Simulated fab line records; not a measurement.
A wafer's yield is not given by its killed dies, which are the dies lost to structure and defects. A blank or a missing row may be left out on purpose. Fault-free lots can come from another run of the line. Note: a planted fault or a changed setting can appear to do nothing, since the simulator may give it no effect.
fab line records	flow sfq_line
[record] lots = 6	wafers = 18	last_day = 90
route steps=325 shown M5@201 A5B@209 R5@212 I5@228 C5@240 M8@325
lots with no fault: from the same line, run without faults
start_h: hours from the record's first day to the start of the lot's first wafer shown	wait_h: hours from the lot's prior step to this one	" same as the row above	L1.1+2: one row covering several wafers at once	- no value, or no start was given	* or withheld: withheld	< > ~ a bound
route shown NAME@n: NAME is a module with steps in the file, n the number in the route of the first one	usual: mean/standard deviation of fault-free wafers	same: alike in all rows	chamber/n: place in a boat	sites: the reading at each site	_std_site: how widely they spread, as a standard deviation	_edge_site: inner sites' mean taken away from outer sites' mean	radius_mm: for every site, how far away it sits from the centre of the wafer	mask NAME#n: copy n	behind: the most recent tool/chamber to have shaped the wafer	hold: why the lot went on hold/how many hours it stayed there/how the hold came to an end	device: the transistor (n, p or np) that didn't switch	end of line: the route-end tests of the same wafers	where a step has no rows: the recipe by itself	killed: count of dies lost to structure and defects at first sort (not the wafer's yield)	map: shows each die of a wafer: x if killed, . if not, _ if none is there
set.NAME: the setting that was run; set.NAME@STEP: the one run at that earlier step	model.NAME: the simulator's own value behind a step, which no gauge read
certain route steps with their lots: each step a table, each wafer a row
services: when a tool's chamber went out of use (start_h, in hours from the record's first day, below 0 if earlier), for how many hours, and the reason
[[steps]]
[step SFQ_TRILAYER_M5_LITHO_EXPOSE_124]
[recipe] mask_id = M5	na = 0.6	source_shape = conventional	sigma_outer = 0.65	target_cd_nm = 700	dose_mj = 14.4
[step SFQ_TRILAYER_M5_LITHO_PEB_126]
[recipe] peb_temp_c = 115	peb_time_s = 60	resist = KrF
[step SFQ_TRILAYER_M5_LITHO_DEVELOP_125]
[recipe] time_s = 60	resist = KrF
[step SFQ_M5_OVL_MEAS_932]
[usual] M5_OVL = 2/5.4
lot.wafer	tool	chamber	start_h	wait_h	M5_OVL[nm]
L216.1	overlay-02	-	1345.55	0.1	4
L216.3	"	-	"	"	7
L216.5	"	-	"	"	-2
L221.1	overlay-01	-	1361.38	0.1	0
L221.3	"	-	"	"	-2
L221.5	"	-	"	"	8
L226.1	overlay-02	-	1384.69	0.1	2
L226.3	"	-	"	"	-4
L226.4	"	-	"	"	-1
L227.2	overlay-02	-	1389.41	0.1	7
L227.3	"	-	"	"	2
L227.6	"	-	"	"	6
L230.2	overlay-02	-	1409.39	0.1	7
L230.3	"	-	"	"	-1
L230.5	"	-	"	"	0
L232.2	overlay-01	-	1420.14	0.1	4
L232.3	"	-	"	"	2
L232.5	"	-	"	"	6
[step SFQ_TRILAYER_M5_BARC_OPEN_METAL_ETCH_161]
[recipe] mask_material = PR	chemistry = O2	target_depth_nm = 125	target = BARC	icp_w = 600	bias_w = 80	pressure_mtorr = 10	time_s = 41.7
[step SFQ_TRILAYER_M5_ETCH_METAL_ETCH_126]
[recipe] target = Nb	stop_on = SiO2	mask_material = PR	over_etch_frac = 0.15	time_s = 203.2	chemistry = Cl2/BCl3	target_depth_nm = 265	icp_w = 600	bias_w = 80	pressure_mtorr = 10
[usual] drypump_motor_current_A = 5.6/0.62	oes_product_au = 0.726/0.006	rf_fwd_power_W = 598.5/1.8
lot.wafer	tool	chamber	start_h	wait_h	drypump_motor_current_A	oes_product_au	rf_fwd_power_W	rf_hours_counter_h
L216.1	rie_metal-01	1	1345.65	0.0	6.7	0.710	598.8	112
L216.3	"	1	"	"	6.7	0.722	599.9	-
L216.5	"	0	"	"	5.1	0.719	597.1	-
L221.1	rie_metal-01	0	1361.47	0.0	5.1	0.741	594.9	135
L221.3	"	0	"	"	5.1	0.726	599.3	-
L221.5	"	0	"	"	5.1	0.730	597.3	-
L226.1	rie_metal-04	1	1384.79	0.0	5.9	0.732	595.3	17
L226.3	"	0	"	"	5.7	0.731	601.2	-
L226.4	"	1	"	"	5.9	0.732	596.1	-
L227.2	rie_metal-01	1	1389.62	0.1	6.7	0.717	597.6	-
L227.3	"	1	"	"	6.6	0.724	597.9	-
L227.6	"	1	"	"	6.7	0.725	598.4	-
L230.2	rie_metal-01	0	1409.48	0.0	5.1	0.714	598.9	3
L230.3	"	1	"	"	6.7	0.715	601.0	-
L230.5	"	1	"	"	6.7	0.723	598.8	-
L232.2	rie_metal-01	1	1420.23	0.0	6.6	0.721	599.4	128
L232.3	"	1	"	"	6.6	0.725	603.5	-
L232.5	"	1	"	"	6.6	0.734	599.3	-
[step SFQ_TRILAYER_M5_STRIP_STRIP_127]
[recipe] gas = O2	power_w = 200	platen_temp_c = 40	overash_fraction = 0.65	chemistry = O2	pressure_mtorr = 50
[step SFQ_TRILAYER_M5_STRIP_SOLV_CLEAN_128]
[recipe] chemistry = NMP	temp_c = 70	time_s = 600
[step SFQ_TRILAYER_A5B_DEP_PECVD_129]
[recipe] material = SiO2	temp_c = 150	time_s = 133.33	pressure_torr = 2.4	rf_w = 183.3	precursor = SiH4/N2O	target_thk_nm = 600
[step SFQ_TRILAYER_A5B_CMP_CMP_130]
[recipe] stop_on = Nb	down_force_psi = 3	platen_rpm = 60	target_thk_nm = 340.7
[usual] motor_current_A = 10.4/1.3
lot.wafer	tool	chamber	start_h	wait_h	motor_current_A
L216.1	cmp-02	1	1347.21	0.5	13.1
L216.3	"	3	1348.21	1.5	11.7
L216.5	"	0	"	"	10.3
L221.1	cmp-02	2	1368.33	5.6	9.6
L221.3	"	1	1369.83	7.1	12.7
L221.5	"	2	"	"	9.3
L226.4	cmp-01	2	1385.85	0.0	9.8
L226.1	"	3	"	"	10.5
L226.3	"	1	1387.35	1.5	10.1
L227.3	cmp-01	1	1392.41	1.0	10.0
L227.2	"	2	"	"	10.1
L227.6	"	3	"	"	10.9
L230.3	cmp-02	3	1413.73	3.2	11.7
L230.2	"	0	"	"	9.8
L230.5	"	1	"	"	13.4
L232.2	cmp-02	0	1422.87	1.6	10.3
L232.3	"	1	"	"	13.2
L232.5	"	3	1424.37	3.1	12.3
[step SFQ_TRILAYER_A5B_METRO_MEASURE_131]
[step SFQ_TRILAYER_R5_DEP_SPUTTER_132]
[recipe] material = Ti	base_pressure_pa = 1.33e-06	target_thk_nm = 5	power_w = 2000	time_s = 5	chamber_pressure_pa = 0.4
[usual] throttle_valve_pct = 30.1/1.1
lot.wafer	tool	chamber	start_h	wait_h	throttle_valve_pct
L216.1	pvd_sputter-04	-	1350.91	1.0	31.4
L216.3	"	-	"	"	28.1
L216.5	"	-	"	"	30.8
L221.1	pvd_sputter-03	-	1372.53	1.0	31.3
L221.3	"	-	"	"	29.8
L221.5	"	-	"	"	29.1
L226.1	pvd_sputter-05	-	1390.05	1.0	29.7
L226.3	"	-	"	"	30.2
L226.4	"	-	"	"	31.4
L227.2	pvd_sputter-04	-	1395.61	0.8	31.0
L227.3	"	-	"	"	31.2
L227.6	"	-	"	"	31.2
L230.2	pvd_sputter-04	-	1416.93	0.8	30.5
L230.3	"	-	"	"	31.4
L230.5	"	-	"	"	28.1
L232.2	pvd_sputter-05	-	1426.57	0.8	31.6
L232.3	"	-	"	"	30.6
L232.5	"	-	"	"	30.2
[step SFQ_TRILAYER_R5_DEP_SPUTTER_133]
[recipe] material = MoNx	base_pressure_pa = 1.33e-06	target_thk_nm = 40	power_w = 1000	time_s = 66.7	chamber_pressure_pa = 0.4
[usual] throttle_valve_pct = 30.1/1.1
lot.wafer	tool	chamber	start_h	wait_h	throttle_valve_pct	model.MoNx_of_TRILAYER_R5_DEP_SPUTTER_133.thk_nm
L216.1	pvd_sputter-04	-	1350.93	0.0	31.1	40.21
L216.3	"	-	"	"	28.4	40.49
L216.5	"	-	"	"	30.7	39.87
L221.1	pvd_sputter-03	-	1372.55	0.0	31.1	40.04
L221.3	"	-	"	"	29.4	40.08
L221.5	"	-	"	"	28.7	39.79
L226.1	pvd_sputter-05	-	1390.07	0.0	30.0	40.8
L226.3	"	-	"	"	30.5	40.53
L226.4	"	-	"	"	31.5	40.54
L227.2	pvd_sputter-04	-	1395.63	0.0	31.3	64.43
L227.3	"	-	"	"	31.2	64.01
L227.6	"	-	"	"	31.5	39.81
L230.2	pvd_sputter-04	-	1416.95	0.0	30.8	64.64
L230.3	"	-	"	"	31.1	64.65
L230.5	"	-	"	"	28.1	40.5
L232.2	pvd_sputter-05	-	1426.58	0.0	31.3	40.46
L232.3	"	-	"	"	30.2	40.33
L232.5	"	-	"	"	30.1	40.35
[step SFQ_TRILAYER_R5_DEP_SPUTTER_134]
[recipe] material = Ti	base_pressure_pa = 1.33e-06	target_thk_nm = 5	power_w = 2000	time_s = 5	chamber_pressure_pa = 0.4
[step SFQ_R5_RS_MEAS_933]
[recipe] thk_meas_gauge = four-point-probe	reads = Ti_of_TRILAYER_R5_DEP_SPUTTER_134+MoNx_of_TRILAYER_R5_DEP_SPUTTER_133+Ti_of_TRILAYER_R5_DEP_SPUTTER_132
[usual] R5_MONX_RS = 7.01/0.067
lot.wafer	tool	chamber	start_h	wait_h	R5_MONX_RS[ohm/sq]
L216.1	film_metro-03	-	1351.00	0.0	7.03
L216.3	"	-	"	"	6.97
L216.5	"	-	"	"	7.06
L221.1	film_metro-03	-	1372.62	0.0	7.06
L221.3	"	-	"	"	7.06
L221.5	"	-	"	"	7.09
L226.1	film_metro-02	-	1390.14	0.0	6.90
L226.3	"	-	"	"	6.94
L226.4	"	-	"	"	6.94
L227.2	film_metro-02	-	1395.73	0.0	4.48
L227.3	"	-	"	"	4.50
L227.6	"	-	"	"	7.10
L230.2	film_metro-02	-	1417.04	0.0	4.45
L230.3	"	-	"	"	4.46
L230.5	"	-	"	"	6.94
L232.2	film_metro-03	-	1426.68	0.0	6.96
L232.3	"	-	"	"	6.99
L232.5	"	-	"	"	7.01
[step SFQ_R5_THK_MEAS_934]
[recipe] thk_meas_gauge = xrf	reads = MoNx_of_TRILAYER_R5_DEP_SPUTTER_133
[usual] R5_MONX_THK = 40.4/0.39
lot.wafer	tool	chamber	start_h	wait_h	R5_MONX_THK[nm]
L216.1	film_metro-03	-	1351.12	0.1	40.5
L216.3	"	-	"	"	40.8
L216.5	"	-	"	"	39.9
L221.1	film_metro-03	-	1372.74	0.1	40.1
L221.3	"	-	"	"	40.4
L221.5	"	-	"	"	39.9
L226.1	film_metro-02	-	1390.26	0.1	41.1
L226.3	"	-	"	"	40.7
L226.4	"	-	"	"	41.0
L227.2	film_metro-02	-	1395.84	0.1	65.1
L227.3	"	-	"	"	64.6
L227.6	"	-	"	"	40.0
L230.2	film_metro-02	-	1417.15	0.1	65.3
L230.3	"	-	"	"	65.1
L230.5	"	-	"	"	40.8
L232.2	film_metro-03	-	1426.79	0.1	40.4
L232.3	"	-	"	"	40.3
L232.5	"	-	"	"	40.5
[step SFQ_TRILAYER_R5_LITHO_COAT_141]
[recipe] resist = BARC	spin_rpm = 3000	resist_thk_nm = 62
[step SFQ_TRILAYER_R5_LITHO_COAT_136]
[recipe] resist = KrF	spin_rpm = 3000	resist_thk_nm = 600
[step SFQ_TRILAYER_R5_LITHO_SOFTBAKE_140]
[recipe] temp_c = withheld	time_s = withheld	resist = KrF
[step SFQ_TRILAYER_R5_LITHO_EXPOSE_137]
[recipe] mask_id = R5	na = 0.6	source_shape = conventional	sigma_outer = 0.65	target_cd_nm = 500	dose_mj = 14.4
[step SFQ_TRILAYER_R5_LITHO_PEB_139]
[recipe] peb_temp_c = 115	peb_time_s = 60	resist = KrF
[step SFQ_TRILAYER_R5_LITHO_DEVELOP_138]
[recipe] time_s = 60	resist = KrF
[step SFQ_R5_OVL_MEAS_935]
[usual] R5_OVL = 0/5.9
lot.wafer	tool	chamber	start_h	wait_h	R5_OVL[nm]
L216.1	overlay-01	-	1466.94	0.1	3
L216.3	"	-	"	"	6
L216.5	"	-	"	"	2
L221.1	overlay-02	-	1484.94	0.1	1
L221.3	"	-	"	"	-1
L221.5	"	-	"	"	-4
L226.1	overlay-02	-	1506.66	0.1	2
L226.3	"	-	"	"	-3
L226.4	"	-	"	"	5
L227.2	overlay-02	-	1510.27	0.1	-10
L227.3	"	-	"	"	-7
L227.6	"	-	"	"	-4
L230.2	overlay-02	-	1521.34	0.1	5
L230.3	"	-	"	"	3
L230.5	"	-	"	"	7
L232.2	overlay-02	-	1528.69	0.1	7
L232.3	"	-	"	"	-4
L232.5	"	-	"	"	-7
[step SFQ_TRILAYER_R5_BARC_OPEN_METAL_ETCH_177]
[recipe] mask_material = PR	chemistry = O2	target_depth_nm = 125	target = BARC	icp_w = 600	bias_w = 80	pressure_mtorr = 10	time_s = 41.7
[step SFQ_TRILAYER_R5_ETCH_METAL_ETCH_139]
[recipe] stop_on = SiO2	mask_material = PR	chemistry = Cl2	target_depth_nm = 60	icp_w = 600	bias_w = 80	pressure_mtorr = 10	time_s = 40
[usual] drypump_motor_current_A = 5.4/0.36	oes_product_au = 0.991/0.0056	rf_fwd_power_W = 592.8/2.4
lot.wafer	tool	chamber	start_h	wait_h	drypump_motor_current_A	oes_product_au	rf_fwd_power_W	rf_hours_counter_h
L216.1	rie_metal-03	1	1467.03	0.0	5.3	0.994	594.9	150
L216.3	"	0	"	"	5.1	0.996	597.8	-
L216.5	"	0	"	"	5.1	0.989	596.5	-
L221.1	rie_metal-04	1	1485.03	0.0	5.9	0.995	590.6	32
L221.3	"	0	"	"	5.7	1.000	598.1	-
L221.5	"	0	"	"	5.7	0.995	599.2	-
L226.1	rie_metal-02	0	1506.76	0.0	5.0	0.986	591.1	22
L226.3	"	1	"	"	5.7	0.989	591.2	-
L226.4	"	0	"	"	5.0	0.994	591.9	-
L227.2	rie_metal-04	1	1510.36	0.0	5.9	1.016	593.1	37
L227.3	"	0	"	"	5.7	1.011	591.5	-
L227.6	"	1	"	"	5.9	0.993	591.5	-
L230.2	rie_metal-04	1	1521.51	0.1	5.9	1.006	588.5	-
L230.3	"	1	"	"	5.9	1.002	590.5	-
L230.5	"	1	"	"	5.9	0.995	587.8	-
L232.2	rie_metal-02	0	1528.86	0.1	5.0	0.992	592.1	-
L232.3	"	0	"	"	5.0	0.988	593.3	-
L232.5	"	0	"	"	5.1	0.996	592.9	-
[step SFQ_TRILAYER_R5_STRIP_STRIP_140]
[recipe] gas = O2	power_w = 200	platen_temp_c = 40	overash_fraction = 0.65	chemistry = O2	pressure_mtorr = 50
[step SFQ_TRILAYER_R5_STRIP_SOLV_CLEAN_141]
[recipe] chemistry = NMP	temp_c = 70	time_s = 600
[step SFQ_TRILAYER_A5C_DEP_PECVD_142]
[recipe] material = SiO2	temp_c = 150	time_s = 15.556	pressure_torr = 2.4	rf_w = 183.3	precursor = SiH4/N2O	target_thk_nm = 70
[step SFQ_TRILAYER_I5_LITHO_COAT_149]
[recipe] resist = BARC	spin_rpm = 3000	resist_thk_nm = 62
[step SFQ_TRILAYER_I5_LITHO_COAT_144]
[recipe] resist = KrF	spin_rpm = 3000	resist_thk_nm = 650
[step SFQ_TRILAYER_I5_LITHO_SOFTBAKE_148]
[recipe] temp_c = withheld	time_s = withheld	resist = KrF
[step SFQ_TRILAYER_I5_LITHO_EXPOSE_145]
[recipe] mask_id = I5	na = 0.6	source_shape = conventional	sigma_outer = 0.65	target_cd_nm = 700	dose_mj = 21.3
[step SFQ_TRILAYER_I5_LITHO_PEB_147]
[recipe] peb_temp_c = 115	peb_time_s = 60	resist = KrF
[step SFQ_TRILAYER_I5_LITHO_DEVELOP_146]
[recipe] time_s = 60	resist = KrF
[step SFQ_I5_OVL_MEAS_936]
[usual] I5_OVL = -2/5.4
lot.wafer	tool	chamber	start_h	wait_h	I5_OVL[nm]
L216.1	overlay-02	-	1574.03	0.1	-1
L216.3	"	-	"	"	2
L216.5	"	-	"	"	6
L221.1	overlay-02	-	1586.03	0.1	7
L221.3	"	-	"	"	3
L221.5	"	-	"	"	5
L226.1	overlay-02	-	1605.36	0.1	-3
L226.3	"	-	"	"	-2
L226.4	"	-	"	"	-5
L227.2	overlay-01	-	1611.36	0.1	2
L227.3	"	-	"	"	-2
L227.6	"	-	"	"	-4
L230.2	overlay-01	-	1625.76	0.1	-4
L230.3	"	-	"	"	-11
L230.5	"	-	"	"	-8
L232.2	overlay-02	-	1631.76	0.1	-1
L232.3	"	-	"	"	-2
L232.5	"	-	"	"	4
[step SFQ_TRILAYER_I5_BARC_OPEN_VIA_ETCH_200]
[recipe] mask_material = PR	chemistry = O2	target_depth_nm = 125	target = BARC	source_w = 500	bias_w = 80	pressure_mtorr = 30	time_s = 41.7
[step SFQ_TRILAYER_I5_ETCH_VIA_ETCH_147]
[recipe] stop_on = Nb	mask_material = PR	chemistry = CHF3	target_depth_nm = 360	source_w = 500	bias_w = 80	pressure_mtorr = 30	time_s = withheld
[usual] drypump_motor_current_A = 5.7/0.36	oes_product_au = 0.992/0.0051	rf_fwd_power_W = 498.7/1.5
lot.wafer	tool	chamber	start_h	wait_h	drypump_motor_current_A	oes_product_au	rf_fwd_power_W
L216.1	rie_diel-03	2	1574.11	0.0	6.2	0.993	500.9
L216.3	"	3	"	"	5.3	0.988	500.5
L216.5	"	3	"	"	5.3	1.000	501.8
L221.1	rie_diel-03	2	1586.11	0.0	6.2	0.989	495.8
L221.3	"	0	"	"	5.3	0.998	496.6
L221.5	"	1	"	"	5.7	0.995	499.0
L226.1	rie_diel-03	2	1605.43	0.0	6.1	0.992	502.5
L226.3	"	1	"	"	5.7	0.988	498.6
L226.4	"	3	"	"	5.3	0.989	497.9
L227.2	rie_diel-01	0	1611.43	0.0	5.4	1.000	499.4
L227.3	"	2	"	"	6.0	0.988	499.9
L227.6	"	0	"	"	5.4	0.989	498.2
L230.2	rie_diel-04	0	1625.83	0.0	6.1	0.985	497.4
L230.3	"	2	"	"	6.0	0.995	500.0
L230.5	"	1	"	"	5.8	0.986	499.2
L232.2	rie_diel-01	0	1631.83	0.0	5.4	0.994	498.3
L232.3	"	3	"	"	5.1	0.987	498.5
L232.5	"	0	"	"	5.4	0.997	499.9
[step SFQ_TRILAYER_I5_STRIP_STRIP_148]
[recipe] gas = O2	power_w = 200	platen_temp_c = 40	overash_fraction = 0.65	chemistry = O2	pressure_mtorr = 50
[usual] drypump_motor_current_A = 5.6/0.58	oes_product_au = 1.002/0.0094
lot.wafer	tool	chamber	start_h	wait_h	drypump_motor_current_A	oes_product_au	rf_hours_counter_h
L216.1	rie_metal-01	1	1574.26	-	6.7	1.009	6
L216.3	"	0	"	"	5.1	0.998	-
L216.5	"	0	"	"	5.1	1.002	-
L221.1	rie_metal-01	1	1586.26	-	6.6	1.006	7
L221.3	"	0	"	"	5.1	0.992	-
L221.5	"	1	"	"	6.7	0.995	-
L226.1	rie_metal-01	1	1605.58	-	6.7	1.010	9
L226.3	"	0	"	"	5.1	0.984	-
L226.4	"	1	"	"	6.6	1.006	-
L227.2	rie_metal-02	0	1611.58	-	5.0	1.006	43
L227.3	"	0	"	"	5.0	1.002	-
L227.6	"	1	"	"	5.7	0.991	-
L230.2	rie_metal-04	1	1625.98	-	5.8	1.007	55
L230.3	"	0	"	"	5.7	1.025	-
L230.5	"	0	"	"	5.7	1.025	-
L232.2	rie_metal-02	1	1631.98	-	5.7	1.003	14
L232.3	"	1	"	"	5.7	0.983	-
L232.5	"	1	"	"	5.7	0.988	-
[step SFQ_TRILAYER_I5_STRIP_SOLV_CLEAN_149]
[recipe] chemistry = NMP	temp_c = 70	time_s = 600
[step SFQ_TRILAYER_C5_LITHO_COAT_156]
[recipe] resist = BARC	spin_rpm = 3000	resist_thk_nm = 62
[step SFQ_TRILAYER_C5_LITHO_COAT_151]
[recipe] resist = KrF	spin_rpm = 3000	resist_thk_nm = 650
[step SFQ_TRILAYER_C5_LITHO_SOFTBAKE_155]
[recipe] temp_c = withheld	time_s = withheld	resist = KrF
[step SFQ_M8_BOW_MEAS_951]
[recipe] mode = bow
[usual] M8_BOW = 6/12
lot.wafer	tool	chamber	start_h	wait_h	M8_BOW[um]	model.etest.r5.comb_log10_ohm	model.etest.r5.ohm_sq
L216.1	film_metro-03	-	1826.54	0.0	1	12	7.018
L216.3	"	-	"	"	5	12	6.969
L216.5	"	-	"	"	-8	12	7.078
L221.1	film_metro-03	-	1846.71	0.0	10	12	7.047
L221.3	"	-	"	"	0	12	7.039
L221.5	"	-	"	"	11	12	7.091
L226.1	film_metro-01	-	2036.73	0.0	12	12	6.916
L226.3	"	-	"	"	13	12	6.962
L226.4	"	-	"	"	10	12	6.96
L227.2	film_metro-03	-	2040.35	0.0	16	0	4.379
L227.3	"	-	"	"	16	0	4.409
L227.6	"	-	"	"	27	12	7.088
L230.2	film_metro-01	-	2100.15	0.0	29	0	4.365
L230.3	"	-	"	"	35	0	4.365
L230.5	"	-	"	"	20	12	6.967
L232.2	film_metro-03	-	2149.37	0.0	23	12	6.975
L232.3	"	-	"	"	17	12	6.997
L232.5	"	-	"	"	12	12	6.993
[[services]]
tool	chamber	start_h	hours	kind
rie_diel-01	2	1357.47	6.1	repair
rie_diel-01	1	1359.23	1.9	repair
pvd_sputter-04	-	1361.43	6.2	repair
rie_metal-04	-	1379.08	0.6	repair
rie_diel-01	3	1387.07	7.9	repair
rie_metal-04	-	1392.37	6.5	repair
rie_metal-02	-	1403.08	1.4	pm
cmp-01	-	1436.29	4.0	pm
rie_diel-01	1	1439.32	9.6	repair
cmp-02	-	1442.72	2.9	repair
rie_diel-03	-	1444.24	2.8	pm
pvd_sputter-04	-	1445.46	5.4	repair
rie_diel-03	3	1456.99	4.7	repair
cmp-02	-	1459.98	0.5	repair
rie_diel-01	2	1462.80	4.0	repair
cmp-02	-	1471.30	0.6	repair
pvd_sputter-05	-	1476.77	1.1	repair
pvd_sputter-05	-	1510.30	0.6	repair
rie_metal-04	0	1516.64	23.1	repair
cmp-02	-	1527.41	10.0	pm
rie_metal-04	1	1542.73	12.8	repair
cmp-02	-	1561.37	4.5	pm
cmp-02	-	1590.63	6.2	pm
cmp-02	-	1605.79	4.0	pm
[[key]]
[first_sign] step = SFQ_R5_RS_MEAS_933	reading = R5_MONX_RS	direction = down	sigmas = 38	usual = 7.01	struck = 4.47
[effect] step = SFQ_R5_THK_MEAS_934	reading = R5_MONX_THK	direction = up	sigmas = 63	usual = 40.4	struck = 65.0
[effect] step = SFQ_TRILAYER_R5_ETCH_METAL_ETCH_139	reading = oes_product_au	direction = up	sigmas = 3.3	usual = 0.991	struck = 1.009	wafers_moved = 3
[model_effect] step = SFQ_TRILAYER_R5_DEP_SPUTTER_133	value = MoNx_of_TRILAYER_R5_DEP_SPUTTER_133.thk_nm	without = 40.14	struck = 64.43
[model_effect] step = SFQ_M8_BOW_MEAS_951	value = etest.r5.comb_log10_ohm	without = 12	struck = 0
met_at SFQ_TRILAYER_R5_DEP_SPUTTER_133
struck_wafers L227.2,L227.3,L230.2,L230.3
onset_between 1350.93 1395.63
[fault] kind = process_parameter_drift	tool = pvd_sputter-04	chamber = -	onset_h = 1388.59	steps = SFQ_TRILAYER_R5_DEP_SPUTTER_133	channel = target_thk_nm	offset = 24.292	shape = step	end_h = 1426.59	scope = struck_wafers_only	acts_in = these_recipes_only	stated = 40
